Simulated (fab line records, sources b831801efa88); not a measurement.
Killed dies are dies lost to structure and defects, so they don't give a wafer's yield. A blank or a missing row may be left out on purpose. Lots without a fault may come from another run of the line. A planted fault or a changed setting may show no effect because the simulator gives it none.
A struck lot beside a sound one | flow sky130 | 15 steps out of a route of 708
Sound: wafers L115.1, L115.2, L115.3. Struck: wafers L121.4, L121.5, L121.6. The cause comes at the end.
At each step with rows: each side's tool, then ch and its chambers, then its first start. Under that, the readings that differ: sound wafers | struck wafers | difference of the means | sigmas: that difference in standard deviations of wafers without a fault.
alike: readings whose means differ by less than 2 such deviations, and words and numbers that are the same on both sides. not compared: withheld readings, readings that some wafer has no value for, bounds like >300 that may hide the same value, and numbers for which the record gives no deviation and whose values overlap.
The two part at a step that has a row with sigmas, a row that says differs or no value, or rows on one side only. Numbers that don't overlap but have no deviation are shown without sigmas and don't part them. A reading that every wafer of one side lacks parts them only if that side has two wafers or more.

first, 8 steps without rows for these wafers: SKY_POLY_GATE_DEHYDRATE_05 (time 60 s); SKY_POLY_GATE_HMDS_06 (prime time 60 s); SKY_POLY_GATE_COAT_07 (resist thk 110 nm); SKY_POLY_GATE_COAT_08 (resist thk 450 nm); SKY_POLY_GATE_SOFTBAKE_09 (time 90 s); SKY_POLY_GATE_EXPOSE_10 (exposes mask P1M, target cd 150 nm); SKY_POLY_GATE_PEB_11; SKY_POLY_GATE_DEVELOP_12 (develop time 60 s).
SKY_POLY_GATE_CD_MEAS_13: target cd 150 nm.
  sound on cd_sem-01, day 17 13:20; struck on cd_sem-01, day 19 15:54
  alike: cd_nm
SKY_POLY_GATE_OVL_MEAS_14:
  sound on overlay-02, day 17 13:28; struck on overlay-01, day 19 15:59
  alike: POLY_GATE_OVL
SKY_POLY_GATE_ETCH_15: etches BARC in N2/H2, stops on SiO2, time 118.5 s, target depth 110 nm.
  sound on rie_diel-03 ch 0,1,2, day 17 13:30; struck on rie_diel-02 ch 1,2,3, day 19 16:00
  alike: drypump_motor_current_A, n2_flow_sccm, oes_product_au, throttle_valve_pct
  not compared: rf_hours_counter_h
SKY_POLY_GATE_ETCH_16: etches Si3N4 in CH3F/O2, stops on poly-Si, time 147.5 s, target depth 75 nm.
  sound on rie_diel-03 ch 0,1,2, day 17 13:35; struck on rie_diel-02 ch 1,2,3, day 19 16:05
  alike: drypump_motor_current_A, oes_product_au, throttle_valve_pct
  not compared: rf_hours_counter_h
SKY_POLY_GATE_ETCH_17: etches poly-Si in HBr/Cl2, stops on SiO2, target depth 180 nm, time 70.5 s.
  sound on rie_si-01 ch 0,1,2, day 17 13:41; struck on rie_si-02 ch 1,3, day 19 16:13
  reading                               | sound                   | struck                  | difference                    | sigmas
  oes_product_au (a.u.)                 | 0.986 0.981 0.981       | 0.989 1.000 1.004       | +0.015                        | +2
  over_etch_frac                        | 0.56667 0.56667 0.56667 | 0.51952 0.51952 0.51952 | -0.04715                      |
  rf_hours_counter_h (h)                | 45 12 3                 | - - -                   | no value on the struck wafers |
  model.POLY_GATE.feature_depth_nm (nm) | 177.9 177.5 177.2       | 173.5 174.4 174.8       | -3.3                          |
  model.etch.depth_nm (nm)              | 177.9 177.5 177.2       | 173.5 174.4 174.8       | -3.3                          |
  alike: drypump_motor_current_A, throttle_valve_pct
SKY_POLY_GATE_STRIP_18: strips in O2/N2.
  sound on plasma_asher-03 ch 0,1, day 17 13:44; struck on plasma_asher-02 ch 0,1, day 19 16:18
  alike: drypump_motor_current_A, n2_flow_sccm, oes_product_au, strip_time_to_endpoint_s
  not compared: rf_hours_counter_h
-- the record jumps here: 28 days lie between the struck wafers' starts before and after (it left off in module POLY_GATE and takes up again in module PAD_OPEN, whose first step shown is number 708 of the route) --
SKY_PAD_OPEN_PROBE_99:
  the record has rows for the struck wafers here (prober-01, day 48 00:39) and none for the sound ones

WHERE THEY PART
First at SKY_POLY_GATE_ETCH_17; last, within this record, at SKY_PAD_OPEN_PROBE_99.

WHY: what the simulator had put in
Process parameter drift: rie_si-02, from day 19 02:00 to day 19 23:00, at SKY_POLY_GATE_ETCH_17. Setting over_etch_frac, moved by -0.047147, from 0.56667.
